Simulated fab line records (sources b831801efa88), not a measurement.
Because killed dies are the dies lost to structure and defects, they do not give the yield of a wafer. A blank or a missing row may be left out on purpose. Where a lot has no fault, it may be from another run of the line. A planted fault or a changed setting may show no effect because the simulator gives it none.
What tool caused it?    flow sky130    Sampling: 11 lots, 33 wafers, 5 of 708 route steps

WHAT THE GAUGES READ, wafer by wafer
SKY_LI_CONTACT_CD_MEAS_12: target cd 170 nm.
lot   measured      on         cd_nm (nm)
L554  day 30 12:00  cd_sem-02  168.9 168.1 168.0
L555  day 31 02:03  cd_sem-01  169.2 168.6 169.0
L556  day 31 12:03  cd_sem-02  167.2 168.4 167.5
L558  day 31 19:51  cd_sem-02  165.8 166.3 167.8
L559  day 32 12:20  cd_sem-02  169.3 169.2 169.9
L561  day 33 02:14  cd_sem-01  168.9 170.8 171.0
L562  day 33 06:32  cd_sem-02  168.6 168.0 168.2
L568  day 35 12:07  cd_sem-01  169.4 170.1 170.4
L569  day 35 15:54  cd_sem-01  171.6 172.3 172.5
L573  day 36 19:15  cd_sem-02  169.8 168.1 168.2
L575  day 36 23:58  cd_sem-02  172.8 172.1 174.1

SKY_CONTACT_THK_MEAS_01.
lot   measured      on             CONTACT_CVD_00_THK (nm)
L554  day 31 19:13  film_metro-04  74.4 74.8 75.8
L555  day 32 09:05  film_metro-04  74.4 74.3 75.9
L556  day 32 18:39  film_metro-03  72.8 74.7 74.0
L558  day 33 01:56  film_metro-03  74.4 74.8 74.4
L559  day 33 17:31  film_metro-02  74.6 74.9 74.5
L561  day 34 08:35  film_metro-03  74.5 74.5 75.6
L562  day 34 12:55  film_metro-02  74.8 75.7 77.0
L568  day 36 17:35  film_metro-04  74.0 74.6 75.6
L569  day 36 21:08  film_metro-02  74.8 75.0 76.3
L573  day 38 00:56  film_metro-03  74.7 75.9 75.5
L575  day 38 05:08  film_metro-03  73.7 73.3 75.1

SKY_CONTACT_BOW_MEAS_05.
lot   measured      on             CONTACT_BOW (um)
L554  day 31 19:43  film_metro-03  85 87 83
L555  day 32 09:34  film_metro-02  81 71 81
L556  day 32 19:23  film_metro-03  79 77 80
L558  day 33 02:26  film_metro-04  83 80 91
L559  day 33 18:01  film_metro-04  81 81 80
L561  day 34 09:05  film_metro-02  77 85 80
L562  day 34 13:25  film_metro-02  90 77 87
L568  day 36 18:05  film_metro-02  88 80 86
L569  day 36 21:38  film_metro-03  76 75 80
L573  day 38 01:25  film_metro-03  86 92 81
L575  day 38 05:38  film_metro-03  89 84 84

WHAT TOOL EACH LOT RAN ON (gives the tool, then ch and the chambers of the sampled wafers, and finally the start)
lot   SKY_LOCAL_INTERCONNECT_ETCH_13     SKY_LOCAL_INTERCONNECT_STRIP_15
L554  rie_metal-03 ch 0,1, day 31 18:23  plasma_asher-02 ch 0,1, day 31 18:32
L555  rie_metal-01 ch 0,1, day 32 08:19  plasma_asher-02 ch 0,1, day 32 08:25
L556  rie_metal-01 ch 0,1, day 32 17:55  plasma_asher-02 ch 0,1, day 32 18:01
L558  rie_metal-01 ch 0,1, day 33 01:08  plasma_asher-04 ch 0,1, day 33 01:16
L559  rie_metal-01 ch 0,1, day 33 16:44  plasma_asher-01 ch 0,1, day 33 16:51
L561  rie_metal-03 ch 0,1, day 34 07:46  plasma_asher-02 ch 0,1, day 34 07:52
L562  rie_metal-01 ch 0, day 34 11:49    plasma_asher-02 ch 0,1, day 34 11:55
L568  rie_metal-01 ch 0,1, day 36 16:49  plasma_asher-02 ch 0,1, day 36 16:56
L569  rie_metal-03 ch 0,1, day 36 20:22  plasma_asher-02 ch 0,1, day 36 20:28
L573  rie_metal-04 ch 0,1, day 38 00:10  plasma_asher-02 ch 0,1, day 38 00:16
L575  rie_metal-03 ch 1, day 38 04:17    plasma_asher-04 ch 0,1, day 38 04:29
- SKY_LOCAL_INTERCONNECT_ETCH_13: etches BARC in N2/H2, stops on SiO2, time 45.9 s, target depth 60 nm.
- SKY_LOCAL_INTERCONNECT_STRIP_15: strips in O2/N2.

AS READ BY THE TOOLS THEMSELVES (means over the sampled wafers that have a number; for cases with no such wafer, the mark the record gives instead)
SKY_LOCAL_INTERCONNECT_ETCH_13.
lot   tool          drypump_motor_current_A (A)  n2_flow_sccm (sccm)  oes_product_au (a.u.)  throttle_valve_pct (%)
L554  rie_metal-03  5.2                          100.0                0.851                  13.225
L555  rie_metal-01  6.5                          99.9                 0.848                  13.222
L556  rie_metal-01  6.3                          99.8                 0.852                  13.221
L558  rie_metal-01  6.3                          99.9                 0.849                  13.218
L559  rie_metal-01  6.5                          100.0                0.847                  13.229
L561  rie_metal-03  5.1                          99.8                 0.844                  13.229
L562  rie_metal-01  6.7                          99.5                 0.847                  13.228
L568  rie_metal-01  6.3                          100.3                0.852                  13.218
L569  rie_metal-03  5.4                          100.3                0.849                  13.213
L573  rie_metal-04  5.9                          99.9                 0.853                  13.226
L575  rie_metal-03  5.6                          100.2                0.847                  13.230

SKY_LOCAL_INTERCONNECT_STRIP_15.
lot   tool             drypump_motor_current_A (A)  n2_flow_sccm (sccm)  o2_flow_sccm (sccm)  oes_product_au (a.u.)  strip_time_to_endpoint_s (s)
L554  plasma_asher-02  5.8                          300.3                3006                 0.427                  4.706
L555  plasma_asher-02  5.9                          301.1                3001                 0.427                  4.704
L556  plasma_asher-02  5.8                          299.2                2999                 0.428                  4.734
L558  plasma_asher-04  6.0                          299.2                3005                 0.424                  4.717
L559  plasma_asher-01  5.4                          299.4                3004                 0.426                  4.714
L561  plasma_asher-02  5.8                          299.1                3005                 0.428                  4.712
L562  plasma_asher-02  5.9                          299.0                2998                 0.426                  4.722
L568  plasma_asher-02  5.8                          299.9                3006                 0.421                  4.555
L569  plasma_asher-02  5.9                          299.3                2998                 0.423                  4.678
L573  plasma_asher-02  5.9                          300.5                3007                 0.429                  4.715
L575  plasma_asher-04  6.0                          300.3                3000                 0.425                  4.688

THE ANSWER, worked out from the rows above alone
Rule: the lots themselves supply what counts as usual. Put in order of their means at a reading, lots are off if they are a third of the lots or fewer, leave a main group of 4 or more, and stand apart from it by a gap of 3 or more times the standard deviation of the main group's means; of several such gaps the widest counts. Not used: any main group whose means are identical at the precision the tables above print for the reading. A lot without any number at a reading at which 4 lots or more have one is off too. Any other lot the step has rows for is counted as sound. Order of review: gauges by route order, followed by the tools' own readings, for which a lot's mean as printed above is used. At the first step where some lot is off, the reading lying furthest off is the one used; lots without a number count as furthest.
Off at SKY_LOCAL_INTERCONNECT_STRIP_15 (strip_time_to_endpoint_s): L568. Main group: mean 4.709 s, sd 0.015.
If a tool, at that step or one of the process steps before it, ran each lot that is off and ran no sound lot following the first of them, it fits. One fits: SKY_LOCAL_INTERCONNECT_ETCH_13 on rie_metal-01. A fault onset in the window from L562 (day 34 11:49, its last sound lot) to L568 (day 36 16:49, its first lot off) fits.

WHAT THE SIMULATOR HAD PUT IN
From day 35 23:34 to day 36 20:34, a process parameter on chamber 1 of rie_metal-01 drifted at SKY_LOCAL_INTERCONNECT_ETCH_13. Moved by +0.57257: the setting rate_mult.
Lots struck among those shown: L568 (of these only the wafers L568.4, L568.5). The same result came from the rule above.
